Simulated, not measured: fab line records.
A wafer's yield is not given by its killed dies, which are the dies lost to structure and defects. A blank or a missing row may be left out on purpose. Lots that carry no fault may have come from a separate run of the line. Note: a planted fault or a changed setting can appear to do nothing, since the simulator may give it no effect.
Which tool did it? :: flow gf180mcu :: 72 wafers from 24 lots sampled at 5 of the route's 602 steps

== WHAT EACH GAUGE READ, for each wafer ==
GF_V3_CD_MEAS_14: the cd target is 260 nm.
lot: L074
measured: day 22 06:40
on: cd sem-01
cd nm (nm): 261.3 261.0 260.6

lot: L075
measured: day 22 14:24
on: cd sem-02
cd nm (nm): 258.0 258.4 257.8

lot: L076
measured: day 23 01:46
on: cd sem-01
cd nm (nm): 259.6 258.7 259.3

lot: L077
measured: day 23 11:35
on: cd sem-01
cd nm (nm): 258.4 257.5 258.0

lot: L078
measured: day 23 18:45
on: cd sem-01
cd nm (nm): 258.9 259.3 260.0

lot: L079
measured: day 24 04:22
on: cd sem-01
cd nm (nm): 260.7 260.5 260.4

lot: L080
measured: day 24 12:57
on: cd sem-01
cd nm (nm): 259.4 258.6 258.8

lot: L081
measured: day 24 23:13
on: cd sem-01
cd nm (nm): 260.1 261.0 258.9

lot: L082
measured: day 25 09:44
on: cd sem-02
cd nm (nm): 260.9 260.5 260.4

lot: L083
measured: day 25 16:12
on: cd sem-01
cd nm (nm): 258.6 259.2 257.2

lot: L084
measured: day 25 22:19
on: cd sem-01
cd nm (nm): 260.0 260.3 259.3

lot: L085
measured: day 26 03:27
on: cd sem-01
cd nm (nm): 260.6 259.8 260.6

lot: L086
measured: day 26 11:27
on: cd sem-02
cd nm (nm): 259.7 258.0 259.1

lot: L087
measured: day 26 21:44
on: cd sem-02
cd nm (nm): 257.4 257.5 257.4

lot: L088
measured: day 27 05:16
on: cd sem-01
cd nm (nm): 259.3 259.1 259.1

lot: L089
measured: day 27 13:48
on: cd sem-01
cd nm (nm): 258.5 259.4 258.2

lot: L090
measured: day 27 16:55
on: cd sem-02
cd nm (nm): 259.2 259.4 260.3

lot: L091
measured: day 28 01:24
on: cd sem-01
cd nm (nm): 258.9 258.7 258.1

lot: L092
measured: day 28 08:24
on: cd sem-02
cd nm (nm): 260.6 260.3 262.0

lot: L093
measured: day 28 12:00
on: cd sem-01
cd nm (nm): 259.1 259.2 259.8

lot: L094
measured: day 28 20:36
on: cd sem-01
cd nm (nm): 259.8 260.2 259.5

lot: L095
measured: day 29 03:36
on: cd sem-01
cd nm (nm): 258.9 258.8 258.9

lot: L096
measured: day 29 07:32
on: cd sem-02
cd nm (nm): 257.9 256.5 256.4

lot: L097
measured: day 29 18:23
on: cd sem-01
cd nm (nm): 258.7 257.6 258.9

GF_V5_OVL_MEAS_15.
lot: L074
measured: day 27 01:14
on: overlay-02
V5_OVL (nm): -8 -5 -4

lot: L075
measured: day 27 09:52
on: overlay-02
V5_OVL (nm): 0 -4 -3

lot: L076
measured: day 27 18:32
on: overlay-01
V5_OVL (nm): -18 -13 -20

lot: L077
measured: day 28 01:38
on: overlay-02
V5_OVL (nm): -2 5 -7

lot: L078
measured: day 28 09:22
on: overlay-02
V5_OVL (nm): -8 -3 -6

lot: L079
measured: day 28 18:16
on: overlay-01
V5_OVL (nm): -10 -6 -12

lot: L080
measured: day 29 01:12
on: overlay-01
V5_OVL (nm): -2 1 4

lot: L081
measured: day 29 10:23
on: overlay-02
V5_OVL (nm): -1 -8 -9

lot: L082
measured: day 29 19:55
on: overlay-01
V5_OVL (nm): -3 9 -6

lot: L083
measured: day 30 00:55
on: overlay-02
V5_OVL (nm): -3 -3 0

lot: L084
measured: day 30 05:37
on: overlay-01
V5_OVL (nm): -3 -3 7

lot: L085
measured: day 30 10:10
on: overlay-01
V5_OVL (nm): -9 -7 -6

lot: L086
measured: day 30 18:01
on: overlay-02
V5_OVL (nm): -4 0 -4

lot: L087
measured: day 31 01:46
on: overlay-02
V5_OVL (nm): 2 -7 -6

lot: L088
measured: day 31 09:25
on: overlay-01
V5_OVL (nm): -5 -6 -6

lot: L089
measured: day 31 16:10
on: overlay-02
V5_OVL (nm): -4 -6 -2

lot: L090
measured: day 31 22:28
on: overlay-02
V5_OVL (nm): -6 -7 -14

lot: L091
measured: day 32 03:57
on: overlay-02
V5_OVL (nm): -7 -8 -5

lot: L092
measured: day 32 13:22
on: overlay-01
V5_OVL (nm): -4 1 -9

lot: L093
measured: day 32 12:36
on: overlay-02
V5_OVL (nm): 6 -5 3

lot: L094
measured: day 32 19:37
on: overlay-02
V5_OVL (nm): 3 -2 4

lot: L095
measured: day 33 01:24
on: overlay-01
V5_OVL (nm): -6 -2 1

lot: L096
measured: day 33 04:43
on: overlay-01
V5_OVL (nm): -5 3 -12

lot: L097
measured: day 33 14:37
on: overlay-02
V5_OVL (nm): 3 3 0

== EACH LOT AND THE TOOL THAT RAN IT (in order: tool; ch and the chambers of the sampled wafers; start) ==
lot: L074
GF_V3_CVD_02: pecvd-03 ch 0,1, day 21 06:41
GF_V4_CMP_26: cmp-01 ch 0,1,2, day 24 06:37
GF_MIM_SPUTTER_01: pvd sputter-02, day 24 06:58

lot: L075
GF_V3_CVD_02: pecvd-01 ch 0,2, day 21 14:39
GF_V4_CMP_26: cmp-02 ch 0,2,3, day 24 16:10
GF_MIM_SPUTTER_01: pvd sputter-03, day 24 16:31

lot: L076
GF_V3_CVD_02: pecvd-01 ch 0,1,2, day 22 03:07
GF_V4_CMP_26: cmp-02 ch 1,2, day 25 01:46
GF_MIM_SPUTTER_01: pvd sputter-03, day 25 02:07

lot: L077
GF_V3_CVD_02: pecvd-02 ch 0,1,2, day 22 11:38
GF_V4_CMP_26: cmp-01 ch 0,1,3, day 25 11:10
GF_MIM_SPUTTER_01: pvd sputter-04, day 25 11:34

lot: L078
GF_V3_CVD_02: pecvd-01 ch 0,1, day 22 19:54
GF_V4_CMP_26: cmp-02 ch 0,1,3, day 25 18:33
GF_MIM_SPUTTER_01: pvd sputter-03, day 25 18:51

lot: L079
GF_V3_CVD_02: pecvd-01 ch 0,2, day 23 05:28
GF_V4_CMP_26: cmp-01 ch 0,3, day 26 03:43
GF_MIM_SPUTTER_01: pvd sputter-03, day 26 04:04

lot: L080
GF_V3_CVD_02: pecvd-02 ch 0,1,2, day 23 14:47
GF_V4_CMP_26: cmp-02 ch 0,1, day 26 11:28
GF_MIM_SPUTTER_01: pvd sputter-04, day 26 11:52

lot: L081
GF_V3_CVD_02: pecvd-02 ch 1,2, day 24 01:16
GF_V4_CMP_26: cmp-02 ch 0,1,2, day 26 20:44
GF_MIM_SPUTTER_01: pvd sputter-03, day 26 21:05

lot: L082
GF_V3_CVD_02: pecvd-01 ch 1,2, day 24 12:06
GF_V4_CMP_26: cmp-02 ch 1,2,3, day 27 07:07
GF_MIM_SPUTTER_01: pvd sputter-04, day 27 07:28

lot: L083
GF_V3_CVD_02: pecvd-03 ch 1,2, day 24 18:20
GF_V4_CMP_26: cmp-02 ch 0,1, day 27 13:39
GF_MIM_SPUTTER_01: pvd sputter-04, day 27 14:00

lot: L084
GF_V3_CVD_02: pecvd-02 ch 1,2, day 25 01:06
GF_V4_CMP_26: cmp-02 ch 0,1,3, day 27 18:48
GF_MIM_SPUTTER_01: pvd sputter-03, day 27 19:12

lot: L085
GF_V3_CVD_02: pecvd-02 ch 0,1, day 25 05:44
GF_V4_CMP_26: cmp-02 ch 0,2,3, day 28 00:02
GF_MIM_SPUTTER_01: pvd sputter-03, day 28 00:17

lot: L086
GF_V3_CVD_02: pecvd-01 ch 0,1, day 25 14:04
GF_V4_CMP_26: cmp-01 ch 1,2,3, day 28 08:22
GF_MIM_SPUTTER_01: pvd sputter-04, day 28 08:43

lot: L087
GF_V3_CVD_02: pecvd-02 ch 0,2, day 26 00:33
GF_V4_CMP_26: cmp-02 ch 0,1,3, day 28 17:37
GF_MIM_SPUTTER_01: pvd sputter-04, day 28 17:58

lot: L088
GF_V3_CVD_02: pecvd-03 ch 0,1,2, day 26 08:47
GF_V4_CMP_26: cmp-01 ch 1,3, day 29 00:46
GF_MIM_SPUTTER_01: pvd sputter-03, day 29 01:10

lot: L089
GF_V3_CVD_02: pecvd-02 ch 0,1,2, day 26 17:08
GF_V4_CMP_26: cmp-01 ch 0,1,2, day 29 08:22
GF_MIM_SPUTTER_01: pvd sputter-02, day 29 08:46

lot: L090
GF_V3_CVD_02: pecvd-02 ch 1,2, day 26 20:03
GF_V4_CMP_26: cmp-01 ch 0,2, day 29 12:07
GF_MIM_SPUTTER_01: pvd sputter-04, day 29 12:28

lot: L091
GF_V3_CVD_02: pecvd-02 ch 0,2, day 27 05:34
GF_V4_CMP_26: cmp-01 ch 0,1,3, day 29 21:29
GF_MIM_SPUTTER_01: pvd sputter-03, day 29 21:47

lot: L092
GF_V3_CVD_02: pecvd-03 ch 0,1,2, day 27 12:40
GF_V4_CMP_26: cmp-01 ch 1,2,3, day 30 07:24
GF_MIM_SPUTTER_01: pvd sputter-02, day 30 07:45

lot: L093
GF_V3_CVD_02: pecvd-03 ch 0,1,2, day 27 16:13
GF_V4_CMP_26: cmp-01 ch 0,1, day 30 05:43
GF_MIM_SPUTTER_01: pvd sputter-02, day 30 06:07

lot: L094
GF_V3_CVD_02: pecvd-03 ch 0,1,2, day 28 01:43
GF_V4_CMP_26: cmp-01 ch 0,1,2, day 30 13:25
GF_MIM_SPUTTER_01: pvd sputter-02, day 30 13:49

lot: L095
GF_V3_CVD_02: pecvd-03 ch 1,2, day 28 08:38
GF_V4_CMP_26: cmp-01 ch 2,3, day 30 20:27
GF_MIM_SPUTTER_01: pvd sputter-04, day 30 20:51

lot: L096
GF_V3_CVD_02: pecvd-01 ch 0,1, day 28 12:35
GF_V4_CMP_26: cmp-01 ch 0,1,3, day 31 00:51
GF_MIM_SPUTTER_01: pvd sputter-03, day 31 01:12

lot: L097
GF_V3_CVD_02: pecvd-02 ch 1,2, day 28 23:13
GF_V4_CMP_26: cmp-02 ch 1,2,3, day 31 11:10
GF_MIM_SPUTTER_01: pvd sputter-04, day 31 11:36
- GF_V3_CVD_02: deposits SiO2 from TEOS, target thk 850 nm, time 94.851 s.
- GF_V4_CMP_26: polishes, stops on SiO2, t overpolish 15 s, target thk 0 nm.
- GF_MIM_SPUTTER_01: material TiN, target thk 30 nm, time 25 s.

== AS READ BY THE TOOLS THEMSELVES (means over the sampled wafers that have a number; for cases with no such wafer, the mark the record gives instead) ==
GF_V3_CVD_02.
lot: L074
tool: pecvd-03
heater power w (W): 657

lot: L075
tool: pecvd-01
heater power w (W): 723

lot: L076
tool: pecvd-01
heater power w (W): 701

lot: L077
tool: pecvd-02
heater power w (W): 623

lot: L078
tool: pecvd-01
heater power w (W): 726

lot: L079
tool: pecvd-01
heater power w (W): 658

lot: L080
tool: pecvd-02
heater power w (W): 616

lot: L081
tool: pecvd-02
heater power w (W): 609

lot: L082
tool: pecvd-01
heater power w (W): 727

lot: L083
tool: pecvd-03
heater power w (W): 689

lot: L084
tool: pecvd-02
heater power w (W): 566

lot: L085
tool: pecvd-02
heater power w (W): 651

lot: L086
tool: pecvd-01
heater power w (W): 712

lot: L087
tool: pecvd-02
heater power w (W): 574

lot: L088
tool: pecvd-03
heater power w (W): 681

lot: L089
tool: pecvd-02
heater power w (W): 614

lot: L090
tool: pecvd-02
heater power w (W): 549

lot: L091
tool: pecvd-02
heater power w (W): 607

lot: L092
tool: pecvd-03
heater power w (W): 639

lot: L093
tool: pecvd-03
heater power w (W): 711

lot: L094
tool: pecvd-03
heater power w (W): 691

lot: L095
tool: pecvd-03
heater power w (W): 709

lot: L096
tool: pecvd-01
heater power w (W): 750

lot: L097
tool: pecvd-02
heater power w (W): 626

GF_V4_CMP_26.
lot: L074
tool: cmp-01
motor current A (A): 10.8
overpolish run s (s): 15.004
platen rpm (rpm): 60.01
slurry filter dp kPa (kPa): 13.61
slurry flow ml min: 149.9
time to endpoint s (s): 82

lot: L075
tool: cmp-02
motor current A (A): 12.2
overpolish run s (s): 14.990
platen rpm (rpm): 60.03
slurry filter dp kPa (kPa): 13.38
slurry flow ml min: 149.3
time to endpoint s (s): 84

lot: L076
tool: cmp-02
motor current A (A): 11.6
overpolish run s (s): 15.000
platen rpm (rpm): 60.03
slurry filter dp kPa (kPa): 13.52
slurry flow ml min: 149.8
time to endpoint s (s): 84

lot: L077
tool: cmp-01
motor current A (A): 10.9
overpolish run s (s): 15.004
platen rpm (rpm): 59.99
slurry filter dp kPa (kPa): 13.58
slurry flow ml min: 150.0
time to endpoint s (s): 87

lot: L078
tool: cmp-02
motor current A (A): 12.1
overpolish run s (s): 15.002
platen rpm (rpm): 60.03
slurry filter dp kPa (kPa): 13.37
slurry flow ml min: 150.5
time to endpoint s (s): 87

lot: L079
tool: cmp-01
motor current A (A): 10.9
overpolish run s (s): 14.999
platen rpm (rpm): 60.01
slurry filter dp kPa (kPa): 13.48
slurry flow ml min: 150.2
time to endpoint s (s): 86

lot: L080
tool: cmp-02
motor current A (A): 11.0
overpolish run s (s): 15.001
platen rpm (rpm): 59.98
slurry filter dp kPa (kPa): 13.47
slurry flow ml min: 150.1
time to endpoint s (s): 82

lot: L081
tool: cmp-02
motor current A (A): 11.4
overpolish run s (s): 15.009
platen rpm (rpm): 59.95
slurry filter dp kPa (kPa): 13.62
slurry flow ml min: 149.8
time to endpoint s (s): 83

lot: L082
tool: cmp-02
motor current A (A): 12.2
overpolish run s (s): 14.998
platen rpm (rpm): 60.09
slurry filter dp kPa (kPa): 13.49
slurry flow ml min: 149.8
time to endpoint s (s): 86

lot: L083
tool: cmp-02
motor current A (A): 12.0
overpolish run s (s): 15.002
platen rpm (rpm): 60.00
slurry filter dp kPa (kPa): 13.38
slurry flow ml min: 150.2
time to endpoint s (s): 84

lot: L084
tool: cmp-02
motor current A (A): 12.6
overpolish run s (s): 15.009
platen rpm (rpm): 59.98
slurry filter dp kPa (kPa): 13.50
slurry flow ml min: 150.1
time to endpoint s (s): 86

lot: L085
tool: cmp-02
motor current A (A): 11.8
overpolish run s (s): 14.998
platen rpm (rpm): 60.01
slurry filter dp kPa (kPa): 13.62
slurry flow ml min: 150.2
time to endpoint s (s): 85

lot: L086
tool: cmp-01
motor current A (A): 10.7
overpolish run s (s): 14.985
platen rpm (rpm): 60.00
slurry filter dp kPa (kPa): 13.43
slurry flow ml min: 150.1
time to endpoint s (s): 85

lot: L087
tool: cmp-02
motor current A (A): 12.2
overpolish run s (s): 15.003
platen rpm (rpm): 59.99
slurry filter dp kPa (kPa): 13.58
slurry flow ml min: 149.8
time to endpoint s (s): 81

lot: L088
tool: cmp-01
motor current A (A): 10.7
overpolish run s (s): 14.999
platen rpm (rpm): 60.00
slurry filter dp kPa (kPa): 13.53
slurry flow ml min: 149.7
time to endpoint s (s): 89

lot: L089
tool: cmp-01
motor current A (A): 11.0
overpolish run s (s): 15.005
platen rpm (rpm): 60.00
slurry filter dp kPa (kPa): 13.61
slurry flow ml min: 149.9
time to endpoint s (s): 83

lot: L090
tool: cmp-01
motor current A (A): 10.7
overpolish run s (s): 14.993
platen rpm (rpm): 59.98
slurry filter dp kPa (kPa): 13.55
slurry flow ml min: 149.6
time to endpoint s (s): 88

lot: L091
tool: cmp-01
motor current A (A): 10.6
overpolish run s (s): 15.003
platen rpm (rpm): 59.98
slurry filter dp kPa (kPa): 13.46
slurry flow ml min: 150.2
time to endpoint s (s): 86

lot: L092
tool: cmp-01
motor current A (A): 10.7
overpolish run s (s): 15.007
platen rpm (rpm): 60.01
slurry filter dp kPa (kPa): 13.53
slurry flow ml min: 150.0
time to endpoint s (s): 85

lot: L093
tool: cmp-01
motor current A (A): 11.0
overpolish run s (s): 14.993
platen rpm (rpm): 59.95
slurry filter dp kPa (kPa): 13.67
slurry flow ml min: 150.4
time to endpoint s (s): 85

lot: L094
tool: cmp-01
motor current A (A): 10.8
overpolish run s (s): 14.996
platen rpm (rpm): 60.01
slurry filter dp kPa (kPa): 13.46
slurry flow ml min: 150.2
time to endpoint s (s): 84

lot: L095
tool: cmp-01
motor current A (A): 10.5
overpolish run s (s): 15.000
platen rpm (rpm): 59.99
slurry filter dp kPa (kPa): 13.43
slurry flow ml min: 149.5
time to endpoint s (s): 84

lot: L096
tool: cmp-01
motor current A (A): 10.6
overpolish run s (s): 14.988
platen rpm (rpm): 59.99
slurry filter dp kPa (kPa): 13.49
slurry flow ml min: 149.9
time to endpoint s (s): 90

lot: L097
tool: cmp-02
motor current A (A): 12.3
overpolish run s (s): 14.997
platen rpm (rpm): 60.01
slurry filter dp kPa (kPa): 13.43
slurry flow ml min: 150.2
time to endpoint s (s): 90

GF_MIM_SPUTTER_01.
lot: L074
tool: pvd sputter-02
throttle valve pct (%): 29.8

lot: L075
tool: pvd sputter-03
throttle valve pct (%): 30.3

lot: L076
tool: pvd sputter-03
throttle valve pct (%): 30.7

lot: L077
tool: pvd sputter-04
throttle valve pct (%): 31.0

lot: L078
tool: pvd sputter-03
throttle valve pct (%): 30.4

lot: L079
tool: pvd sputter-03
throttle valve pct (%): 30.0

lot: L080
tool: pvd sputter-04
throttle valve pct (%): 30.5

lot: L081
tool: pvd sputter-03
throttle valve pct (%): 30.5

lot: L082
tool: pvd sputter-04
throttle valve pct (%): 30.5

lot: L083
tool: pvd sputter-04
throttle valve pct (%): 30.8

lot: L084
tool: pvd sputter-03
throttle valve pct (%): 30.6

lot: L085
tool: pvd sputter-03
throttle valve pct (%): 30.7

lot: L086
tool: pvd sputter-04
throttle valve pct (%): 30.6

lot: L087
tool: pvd sputter-04
throttle valve pct (%): 30.9

lot: L088
tool: pvd sputter-03
throttle valve pct (%): 30.8

lot: L089
tool: pvd sputter-02
throttle valve pct (%): 28.7

lot: L090
tool: pvd sputter-04
throttle valve pct (%): 30.4

lot: L091
tool: pvd sputter-03
throttle valve pct (%): 29.7

lot: L092
tool: pvd sputter-02
throttle valve pct (%): 29.5

lot: L093
tool: pvd sputter-02
throttle valve pct (%): 29.6

lot: L094
tool: pvd sputter-02
throttle valve pct (%): 29.3

lot: L095
tool: pvd sputter-04
throttle valve pct (%): 29.6

lot: L096
tool: pvd sputter-03
throttle valve pct (%): 30.0

lot: L097
tool: pvd sputter-04
throttle valve pct (%): 30.1

== THE ANSWER, worked out from the rows above alone ==
Rule: the lots themselves supply what counts as usual. Put in order of their means at a reading, lots are off if they are a third of the lots or fewer, leave a main group of 4 or more, and stand apart from it by a gap of 3 or more times the standard deviation of the main group's means; of several such gaps the widest counts. A main group is skipped when, at the precision printed for the reading in the tables above, its means are all equal. A lot without any number at a reading at which 4 lots or more have one is off too. The other lots that the step has rows for count as sound. Order of review: gauges by route order, followed by the tools' own readings, for which a lot's mean as printed above is used. At the first step where some lot is off, the reading lying furthest off is the one used; lots without a number count as furthest.
No lot is off on any of the readings shown, so nothing can be concluded from this.

== WHAT THE SIMULATOR PUT IN ==
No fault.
